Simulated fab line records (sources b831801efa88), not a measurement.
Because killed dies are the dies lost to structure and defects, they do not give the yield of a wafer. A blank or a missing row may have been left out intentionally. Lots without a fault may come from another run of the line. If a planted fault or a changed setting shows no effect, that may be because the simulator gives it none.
fab line records    flow sky130
record lots=6  wafers=18  lastDay=49
route steps=708 shown VIA3@582 METAL4@598 PAD_OPEN@708
lots untouched by any fault: they come from a run of this same line in which no faults occurred
startH: hours from the record's opening day to when the first of the lot's shown wafers began    waitH: hours from the lot's prior step to this one    " the same as in the row above    L1.1+2: a row that stands for several wafers    - no value present, or no start provided    * or withheld: withheld    < > ~ a bound
route shown NAME@n: names a module that has steps shown in the file, with the first one's number in the route    usual: average and standard deviation across the fault-free wafers    same: alike in all rows    chamber/n: place in a boat    sites: each site's reading    _std_site: their standard deviation    _edge_site: the outer-site mean with the inner-site mean subtracted    radiusMm: how far each site lies from the wafer's centre    mask NAME#n: copy n    behind: tool/chamber where the wafer was last shaped    hold: why the lot was held/for how many hours/how that ended    device: which transistor (n, p or np) failed to switch    end of line: the route-end tests of the same wafers    a step given without rows: its recipe and nothing more    killed: dies that structure and defects cost at the first sort, which is not the same as the wafer's yield    map: shows each die of a wafer: x if killed, . if not, _ if none is there
set.NAME: the setting the step ran with; set.NAME@STEP: the setting that earlier step ran with    model.NAME: the simulator's own value behind a step, which no gauge read
a table for each step, a row for each wafer; lots at some steps of the route
services: when a tool's chamber went out of use (startH, in hours from the record's first day, below 0 if earlier), for how many hours, and the reason
## steps
# step SKY_VIA3_EXPOSE_09
# recipe maskId=VIM3  na=0.8  sourceShape=annular  sigmaInner=0.55  sigmaOuter=0.85  targetCdNm=200  doseMj=38
# step SKY_VIA3_PEB_10
# recipe pebTempC=withheld  pebTimeS=withheld  resist=KrF-thick
# step SKY_VIA3_DEVELOP_11
# recipe developTimeS=60  resist=KrF-thick  devTempC=21
# step SKY_VIA3_CD_MEAS_12
# recipe targetCdNm=200
# usual cdNm=199.9/1.7
lot.wafer  tool      chamber  startH   waitH  cdNm
L231.2     cdSem-02  -        923.16   -      199.2
L231.4     "         -        "        "      198.5
L231.5     "         -        "        "      198.2
L232.1     cdSem-01  -        929.62   -      199.2
L232.4     "         -        "        "      200.2
L232.5     "         -        "        "      199.2
L243.1     cdSem-02  -        1010.78  -      201.9
L243.3     "         -        "        "      203.4
L243.5     "         -        "        "      200.8
L244.1     cdSem-02  -        1020.29  -      201.2
L244.2     "         -        "        "      201.3
L244.4     "         -        "        "      200.6
L245.2     cdSem-01  -        1030.76  -      201.3
L245.4     "         -        "        "      202.1
L245.5     "         -        "        "      199.5
L246.2     cdSem-02  -        1038.36  -      199.4
L246.4     "         -        "        "      198.8
L246.6     "         -        "        "      199.4
# step SKY_VIA3_OVL_MEAS_13
# usual VIA3_OVL=-1/5.5
lot.wafer  tool        chamber  startH   waitH  VIA3_OVL[nm]
L231.2     overlay-01  -        923.27   0.1    1
L231.4     "           -        "        "      1
L231.5     "           -        "        "      -6
L232.1     overlay-01  -        929.74   0.1    1
L232.4     "           -        "        "      2
L232.5     "           -        "        "      -1
L243.1     overlay-01  -        1010.90  0.1    14
L243.3     "           -        "        "      16
L243.5     "           -        "        "      3
L244.1     overlay-02  -        1020.41  0.1    2
L244.2     "           -        "        "      -1
L244.4     "           -        "        "      -1
L245.2     overlay-02  -        1030.87  0.1    -4
L245.4     "           -        "        "      5
L245.5     "           -        "        "      9
L246.2     overlay-02  -        1038.47  0.1    2
L246.4     "           -        "        "      0
L246.6     "           -        "        "      -4
# step SKY_VIA3_ETCH_14
# recipe chemistry=N2/H2  target=BARC  ionEnergyEv=200  sourceW=500  biasW=100  pressureMtorr=30  n2FlowSccm=100  h2FlowSccm=200  stopOn=SiO2  timeS=45.9  targetDepthA=600
# usual chamberPressureMTorr=30.001/0.029  drypumpMotorCurrentA=5.7/0.41  oesProductAu=0.855/0.0053  throttleValvePct=13.224/0.0091
lot.wafer  tool        chamber  startH   waitH  chamberPressureMTorr  drypumpMotorCurrentA  oesProductAu  rfHoursCounterH  throttleValvePct
L231.2     rieDiel-01  3        923.30   0.0    29.998                6.7                   0.863         11               13.226
L231.4     "           0        "        "      30.042                5.7                   0.850         8                13.237
L231.5     "           2        "        "      29.990                5.4                   0.850         -                13.229
L232.1     rieDiel-01  0        929.78   0.0    30.082                5.7                   0.853         8                13.206
L232.4     "           2        "        "      29.997                5.4                   0.855         15               13.224
L232.5     "           3        "        "      29.950                6.8                   0.858         -                13.230
L243.1     rieDiel-01  3        1010.93  0.0    29.958                6.8                   0.850         14               13.220
L243.3     "           0        "        "      30.031                5.7                   0.855         12               13.228
L243.5     "           3        "        "      30.041                6.7                   0.860         -                13.227
L244.1     rieDiel-02  3        1020.45  0.0    29.985                5.5                   0.846         12               13.226
L244.2     "           1        "        "      30.048                5.8                   0.855         16               13.231
L244.4     "           0        "        "      29.969                5.2                   0.857         21               13.215
L245.2     rieDiel-01  3        1030.90  0.0    30.032                6.7                   0.858         15               13.235
L245.4     "           3        "        "      30.010                6.7                   0.869         -                13.225
L245.5     "           0        "        "      30.031                5.8                   0.859         -                13.214
L246.2     rieDiel-02  0        1038.50  0.0    29.980                5.1                   0.852         22               13.224
L246.4     "           1        "        "      29.983                5.8                   0.856         17               13.214
L246.6     "           3        "        "      29.979                5.5                   0.860         -                13.232
# step SKY_VIA3_ETCH_15
# recipe target=SiO2  chemistry=C4F8/O2/Ar  targetDepthNm=507  stopOn=TiN  maskMaterial=KrF-thick  sourceW=1500  biasW=1200  pressureMtorr=40  c4f8FlowSccm=withheld  O2_flow_sccm=6  Ar_flow_sccm=300  timeS=78
# usual chamberPressureMTorr=40.00/0.035  oesProductAu=0.946/0.0053
lot.wafer  tool        chamber  startH   waitH  chamberPressureMTorr  oesProductAu  rfHoursCounterH
L231.2     rieDiel-01  3        923.34   0.0    39.97                 0.947         11
L231.4     "           0        "        "      39.96                 0.944         8
L231.5     "           2        "        "      39.97                 0.948         -
L232.1     rieDiel-01  0        929.82   0.0    39.99                 0.941         8
L232.4     "           2        "        "      40.02                 0.949         15
L232.5     "           3        "        "      39.97                 0.945         -
L243.1     rieDiel-01  3        1010.97  0.0    40.04                 0.961         14
L243.3     "           0        "        "      39.98                 0.947         12
L243.5     "           3        "        "      39.96                 0.943         -
L244.1     rieDiel-02  3        1020.49  0.0    39.98                 0.948         12
L244.2     "           1        "        "      40.02                 0.946         16
L244.4     "           0        "        "      39.98                 0.950         21
L245.2     rieDiel-01  3        1030.94  0.0    39.95                 0.941         15
L245.4     "           3        "        "      39.96                 0.947         -
L245.5     "           0        "        "      39.95                 0.945         -
L246.2     rieDiel-02  0        1038.54  0.0    39.96                 0.954         22
L246.4     "           1        "        "      39.98                 0.940         17
L246.6     "           3        "        "      39.99                 0.939         -
# step SKY_VIA3_STRIP_16
# recipe chemistry=O2/N2  powerW=1400  pressureMtorr=1500  platenTempC=withheld  o2FlowSccm=3000  n2FlowSccm=300  overashFraction=0.5
# usual chamberPressureMTorr=1500.0/1.3  drypumpMotorCurrentA=5.6/0.41  oesProductAu=0.402/0.0049  stripTimeToEndpointS=4.12/0.036
lot.wafer  tool            chamber  startH   waitH  chamberPressureMTorr  drypumpMotorCurrentA  oesProductAu  rfHoursCounterH  stripTimeToEndpointS
L231.2     plasmaAsher-01  1        923.40   0.0    1502.1                5.6                   0.403         80               4.10
L231.4     "               1        "        "      1500.9                5.6                   0.400         -                4.12
L231.5     "               0        "        "      1503.5                6.1                   0.406         -                4.14
L232.1     plasmaAsher-03  1        929.88   0.0    1499.6                5.4                   0.406         18               4.14
L232.4     "               1        "        "      1500.7                5.4                   0.409         -                4.14
L232.5     "               0        "        "      1499.4                6.0                   0.405         -                4.12
L243.1     plasmaAsher-02  0        1011.03  0.0    1500.5                5.7                   0.408         118              4.13
L243.3     "               1        "        "      1501.1                4.8                   0.411         -                4.17
L243.5     "               0        "        "      1499.9                5.8                   0.405         -                4.14
L244.1     plasmaAsher-03  1        1020.55  0.0    1498.8                5.4                   0.409         27               4.11
L244.2     "               0        "        "      1499.4                6.0                   0.406         27               4.08
L244.4     "               0        "        "      1501.2                6.0                   0.402         -                4.13
L245.2     plasmaAsher-03  0        1031.00  0.0    1497.8                6.0                   0.406         28               4.11
L245.4     "               1        "        "      1500.4                5.4                   0.398         -                4.14
L245.5     "               0        "        "      1499.4                6.0                   0.411         -                4.16
L246.2     plasmaAsher-02  1        1038.60  0.0    1498.0                4.8                   0.405         121              4.11
L246.4     "               0        "        "      1500.9                5.8                   0.404         -                4.09
L246.6     "               1        "        "      1501.3                4.8                   0.400         -                4.07
# step SKY_VIA3_STRIP_17
# recipe chemistry=postEtchResidueRemover  timeS=1200  tempC=72.5
# step SKY_VIA3_CLEAN_18
# recipe chemistry=IPA  timeS=180  tempC=25
# step SKY_VIA3_CLEAN_19
# recipe chemistry=O3/DIW  dry=n2Spin
# step SKY_VIA3_SPUTTER_20
# recipe material=TiN  targetThkNm=20  chamberPressurePa=5  powerW=4000  timeS=80
# usual cathodeDcPowerW=4000.0/0.73  throttleValvePct=30.5/1.2
lot.wafer  tool           chamber  startH   waitH  cathodeDcPowerW  throttleValvePct
L231.2     pvdSputter-01  -        924.03   0.0    3999.5           31.0
L231.4     "              -        "        "      3999.3           30.9
L231.5     "              -        "        "      3999.7           30.0
L232.1     pvdSputter-01  -        930.52   0.0    3998.6           30.9
L232.4     "              -        "        "      4000.4           30.0
L232.5     "              -        "        "      3999.7           31.2
L243.1     pvdSputter-03  -        1011.62  0.0    3999.7           28.4
L243.3     "              -        "        "      3999.4           31.1
L243.5     "              -        "        "      4000.6           28.5
L244.1     pvdSputter-02  -        1021.14  0.0    3999.7           30.9
L244.2     "              -        "        "      4000.8           30.1
L244.4     "              -        "        "      3998.8           30.6
L245.2     pvdSputter-01  -        1031.59  0.0    3997.8           29.6
L245.4     "              -        "        "      4000.5           31.2
L245.5     "              -        "        "      4000.3           29.8
L246.2     pvdSputter-03  -        1039.19  0.0    3999.9           32.0
L246.4     "              -        "        "      4001.4           28.5
L246.6     "              -        "        "      4000.7           31.6
# step SKY_VIA3_CVD_21
# recipe material=W  targetThkNm=390  timeS=117.31  tempC=400  pressureTorr=40
# usual heaterPowerW=841/57
lot.wafer  tool     chamber  startH   waitH  heaterPowerW  model.W_of_VIA3_CVD_21.thkNm
L231.2     cvdW-02  0        924.09   0.0    747           385.8
L231.4     "        0        "        "      770           380.6
L231.5     "        0        "        "      753           381.5
L232.1     cvdW-02  1        930.58   0.0    850           385.9
L232.4     "        0        "        "      754           380.8
L232.5     "        0        "        "      752           384.3
L243.1     cvdW-02  0        1011.69  0.0    751           208.5
L243.3     "        0        "        "      737           204.8
L243.5     "        1        "        "      853           208.7
L244.1     cvdW-02  1        1021.20  0.0    856           210.1
L244.2     "        0        "        "      732           204.4
L244.4     "        1        "        "      860           205.6
L245.2     cvdW-01  1        1031.65  0.0    913           389.5
L245.4     "        1        "        "      924           389.6
L245.5     "        0        "        "      847           395.1
L246.2     cvdW-01  0        1039.25  0.0    870           394.3
L246.4     "        0        "        "      848           390.7
L246.6     "        0        "        "      863           395.1
# step SKY_VIA3_RS_MEAS_22
# recipe thkMeasGauge=four-point-probe  reads=W_of_VIA3_CVD_21+TiN_of_VIA3_SPUTTER_20
# usual VIA3_W_RS=0.296/0.004
lot.wafer  tool          chamber  startH   waitH  VIA3_W_RS[ohm/sq]
L231.2     filmMetro-02  -        924.24   0.1    0.297
L231.4     "             -        "        "      0.302
L231.5     "             -        "        "      0.301
L232.1     filmMetro-03  -        930.70   0.1    0.297
L232.4     "             -        "        "      0.301
L232.5     "             -        "        "      0.299
L243.1     filmMetro-02  -        1011.81  0.1    0.556
L243.3     "             -        "        "      0.566
L243.5     "             -        "        "      0.556
L244.1     filmMetro-03  -        1021.33  0.1    0.550
L244.2     "             -        "        "      0.566
L244.4     "             -        "        "      0.564
L245.2     filmMetro-02  -        1031.80  0.1    0.295
L245.4     "             -        "        "      0.294
L245.5     "             -        "        "      0.291
L246.2     filmMetro-02  -        1039.40  0.1    0.290
L246.4     "             -        "        "      0.293
L246.6     "             -        "        "      0.290
# step SKY_VIA3_THK_MEAS_23
# recipe thkMeasGauge=xrf  reads=W_of_VIA3_CVD_21
# usual VIA3_W_THK=376/7.4
lot.wafer  tool          chamber  startH   waitH  VIA3_W_THK[nm]
L231.2     filmMetro-02  -        924.35   0.1    371
L231.4     "             -        "        "      367
L231.5     "             -        "        "      364
L232.1     filmMetro-03  -        930.82   0.1    370
L232.4     "             -        "        "      363
L232.5     "             -        "        "      366
L243.1     filmMetro-02  -        1011.93  0.1    204
L243.3     "             -        "        "      201
L243.5     "             -        "        "      205
L244.1     filmMetro-03  -        1021.45  0.1    205
L244.2     "             -        "        "      199
L244.4     "             -        "        "      200
L245.2     filmMetro-02  -        1031.91  0.1    378
L245.4     "             -        "        "      381
L245.5     "             -        "        "      384
L246.2     filmMetro-02  -        1039.51  0.1    384
L246.4     "             -        "        "      380
L246.6     "             -        "        "      384
# step SKY_VIA3_CMP_24
# recipe stopOn=SiO2  tOverpolishS=20  downForcePsi=3.5  platenRpm=60  targetThkNm=0  padVelocityMS=0.94248
# usual motorCurrentA=10.9/0.87  timeToEndpointS=96/5.4
lot.wafer  tool    chamber  startH   waitH  motorCurrentA  timeToEndpointS
L231.4     cmp-01  1        924.50   0.1    9.6            88
L231.2     "       2        "        "      11.0           89
L231.5     "       3        "        "      12.5           89
L232.1     cmp-01  1        930.88   0.1    9.9            90
L232.4     "       0        "        "      11.2           98
L232.5     "       1        "        "      9.9            88
L243.1     cmp-02  2        1012.22  0.3    10.4           54
L243.3     "       3        "        "      10.3           49
L243.5     "       1        "        "      11.5           51
L244.2     cmp-02  1        1021.56  0.1    12.1           51
L244.1     "       2        "        "      10.0           59
L244.4     "       3        "        "      10.0           53
L245.4     cmp-02  1        1032.01  0.1    11.2           98
L245.2     "       2        "        "      10.3           103
L245.5     "       1        "        "      11.5           97
L246.2     cmp-02  1        1039.56  0.0    11.8           97
L246.4     "       2        "        "      10.5           103
L246.6     "       1        "        "      11.8           94
# step SKY_METAL4_SPUTTER_00
# recipe material=Ti  targetThkNm=15  powerW=3000  timeS=10  chamberPressurePa=0.4
# usual cathodeDcPowerW=2999.9/0.56  throttleValvePct=30.0/1.5
lot.wafer  tool           chamber  startH   waitH  cathodeDcPowerW  throttleValvePct
L231.2     pvdSputter-02  -        924.70   0.1    3000.2           30.4
L231.4     "              -        "        "      3000.2           33.6
L231.5     "              -        "        "      2999.2           30.0
L232.1     pvdSputter-04  -        931.18   0.2    2999.6           30.3
L232.4     "              -        "        "      2999.7           27.6
L232.5     "              -        "        "      2999.7           29.5
L243.1     pvdSputter-04  -        1012.42  0.1    3000.5           29.7
L243.3     "              -        "        "      3001.2           30.0
L243.5     "              -        "        "      3000.0           30.1
L244.1     pvdSputter-04  -        1021.81  0.1    3000.0           29.7
L244.2     "              -        "        "      2999.7           27.6
L244.4     "              -        "        "      2999.5           30.5
L245.2     pvdSputter-03  -        1032.26  0.1    3000.5           31.4
L245.4     "              -        "        "      2999.5           30.9
L245.5     "              -        "        "      2999.4           29.2
L246.2     pvdSputter-04  -        1039.86  0.2    2999.3           27.6
L246.4     "              -        "        "      2999.3           30.1
L246.6     "              -        "        "      3000.5           30.3
# step SKY_PAD_OPEN_PROBE_99
# usual defectLimitedYield=82.6/2  killed_at_M0_to_M3=44/7.3  killed_at_M4_up=3.1/1.6  killedAtContacts=24/5.4  killedAtFrontEnd=15/4  killedAtOther=0.2/0.49  killedDies=86/10  killedOnRim=17/3.7  killedOpen=48/7.3  killedShort=38/6.3  sort_bin_3_pad_short=0.8/0.45  sort_bin_5_function=10.3/1.5  sort_bin_6_memory=6.3/1.2  sortNPass=406/10  sortYieldPct=82.6/2
# same grossDies=492  killedAtBackSide=0  sort_bin_4_leakage[%]=0  sort_bin_8_speed[%]=0
lot.wafer  tool       chamber  startH   waitH  defectLimitedYield[%]  killed_at_M0_to_M3  killed_at_M4_up  killedAtContacts  killedAtFrontEnd  killedAtOther  killedDies  killedOnRim  killedOpen  killedShort  sort_bin_3_pad_short[%]  sort_bin_5_function[%]  sort_bin_6_memory[%]  sortNPass  sortYieldPct[%]
L231.2     prober-02  -        1069.38  0.1    83.7                   39                  3                23                15                0              80          15           48          32           0.8                      10.0                    5.5                   412        83.7
L231.4     prober-02  -        1069.48  0.2    83.3                   49                  1                25                7                 0              82          14           43          39           1.8                      9.8                     5.1                   410        83.3
L231.5     prober-02  -        1069.53  0.2    83.9                   40                  3                20                16                0              79          18           44          35           1.0                      10.0                    5.1                   413        83.9
L232.1     prober-01  -        1076.52  0.1    83.3                   49                  4                23                6                 0              82          15           43          39           0.8                      9.8                     6.1                   410        83.3
L232.4     prober-01  -        1076.67  0.2    83.5                   39                  3                25                14                0              81          15           40          41           1.2                      8.5                     6.7                   411        83.5
L232.5     prober-01  -        1076.72  0.2    83.1                   42                  4                24                13                0              83          14           52          31           0.6                      11.0                    5.3                   409        83.1
L246.2     prober-01  -        1165.59  0.1    79.1                   53                  7                26                17                0              103         23           52          51           0.8                      11.6                    8.5                   389        79.1
L246.4     prober-01  -        1165.69  0.2    78.9                   48                  4                32                18                2              104         23           61          43           1.4                      13.0                    6.7                   388        78.9
L246.6     prober-01  -        1165.79  0.2    82.5                   42                  3                29                12                0              86          16           44          42           1.4                      10.0                    6.1                   406        82.5
# killed by level:class
L231.2 LI_CONTACT:geometricParticle:open=9 VIA1:geometricParticle:open=9 CONTACT:geometricParticle:open=6 METAL1:geometricParticle:short=6 VIA3:geometricParticle:open=6 FIELD_ISO:geometricParticle:open=5 VIA2:geometricParticle:open=5 FIELD_ISO:geometricParticle:short=4
L231.4 CONTACT:geometricParticle:open=11 VIA1:geometricParticle:open=8 VIA3:geometricParticle:open=8 METAL2:geometricParticle:short=8 VIA1:geometricParticle:short=7 VIA2:geometricParticle:open=7 CONTACT:geometricParticle:short=6 LI_CONTACT:geometricParticle:open=5
L231.5 VIA1:geometricParticle:open=13 CONTACT:geometricParticle:open=9 VIA2:geometricParticle:open=6 FIELD_ISO:geometricParticle:short=5 VIA3:geometricParticle:open=5 LOCAL_INTERCONNECT:geometricParticle:short=4 VIA2:geometricParticle:short=4 LI_CONTACT:geometricParticle:open=3
L232.1 VIA1:geometricParticle:open=14 CONTACT:geometricParticle:open=9 VIA3:geometricParticle:open=6 METAL1:geometricParticle:short=5 VIA1:geometricParticle:short=5 METAL2:geometricParticle:short=4 METAL3:geometricParticle:short=4 VIA3:geometricParticle:short=4
L232.4 CONTACT:geometricParticle:open=8 VIA1:geometricParticle:open=8 LI_CONTACT:geometricParticle:open=5 METAL1:geometricParticle:short=5 FIELD_ISO:geometricParticle:short=4 POLY_GATE:geometricParticle:open=4 POLY_GATE:geometricParticle:short=4 LI_CONTACT:geometricParticle:short=4
L232.5 VIA1:geometricParticle:open=11 LI_CONTACT:geometricParticle:open=10 VIA3:geometricParticle:open=9 CONTACT:geometricParticle:open=7 METAL1:geometricParticle:short=6 POLY_GATE:geometricParticle:short=4 VIA1:geometricParticle:short=4 VIA2:geometricParticle:open=4
L246.2 VIA1:geometricParticle:open=14 CONTACT:geometricParticle:open=11 VIA2:geometricParticle:open=7 METAL3:geometricParticle:short=6 VIA2:geometricParticle:short=6 CONTACT:geometricParticle:short=6 VIA1:geometricParticle:short=6 METAL4:geometricParticle:short=6
L246.4 CONTACT:geometricParticle:open=16 VIA1:geometricParticle:open=15 VIA3:geometricParticle:open=8 POLY_GATE:geometricParticle:short=6 CONTACT:geometricParticle:short=5 LI_CONTACT:geometricParticle:open=5 VIA1:geometricParticle:short=5 POLY_GATE:geometricParticle:open=4
L246.6 CONTACT:geometricParticle:open=11 VIA1:geometricParticle:open=10 LI_CONTACT:geometricParticle:open=8 METAL1:geometricParticle:short=6 VIA1:geometricParticle:short=6 POLY_GATE:geometricParticle:short=5 CONTACT:geometricParticle:short=5 VIA2:geometricParticle:open=5
## services
tool            chamber  startH   hours  kind
cvdW-02         -        904.00   14.0   pm
cvdW-02         0        904.00   14.0   ventCycle
cmp-01          -        912.00   4.0    pm
pvdSputter-03   -        929.30   0.9    repair
rieDiel-01      2        933.45   2.8    repair
cmp-02          -        935.41   8.7    pm
pvdSputter-02   -        935.83   12.5   repair
cvdW-01         0        936.11   10.5   repair
rieDiel-01      3        946.20   14.8   repair
cvdW-02         1        954.95   3.3    repair
cmp-01          -        964.35   4.0    repair
rieDiel-01      1        972.92   35.8   repair
rieDiel-01      -        975.76   0.8    repair
rieDiel-01      2        982.82   7.4    repair
plasmaAsher-03  -        1003.45  2.8    pm
pvdSputter-03   -        1006.96  2.2    repair
rieDiel-01      2        1010.45  31.5   repair
cmp-01          -        1012.92  0.3    repair
cmp-01          -        1017.57  5.0    pm
rieDiel-01      3        1025.46  2.6    repair
pvdSputter-02   -        1027.40  8.6    repair
cmp-01          -        1033.11  0.6    repair
cmp-02          -        1034.12  1.6    repair
plasmaAsher-03  -        1035.15  7.0    repair
## key
firstSign step=SKY_VIA3_RS_MEAS_22  reading=VIA3_W_RS  direction=up  sigmas=65  usual=0.296  struck=0.560
effect step=SKY_VIA3_THK_MEAS_23  reading=VIA3_W_THK  direction=down  sigmas=23  usual=376  struck=202
effect step=SKY_VIA3_CMP_24  reading=timeToEndpointS  direction=down  sigmas=7.9  usual=*  struck=*
modelEffect step=SKY_VIA3_CVD_21  value=W_of_VIA3_CVD_21.thkNm  without=387.4  struck=207
metAt SKY_VIA3_CVD_21
struckWafers L243.1,L243.3,L243.5,L244.1,L244.2,L244.4
onsetBetween 930.58 1011.69
fault kind=processParameterDrift  tool=cvdW-02  chamber=-  onsetH=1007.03  steps=SKY_VIA3_CVD_21  channel=targetThkNm  offset=-180.36  shape=step  endH=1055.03  actsIn=theseRecipesOnly  stated=390
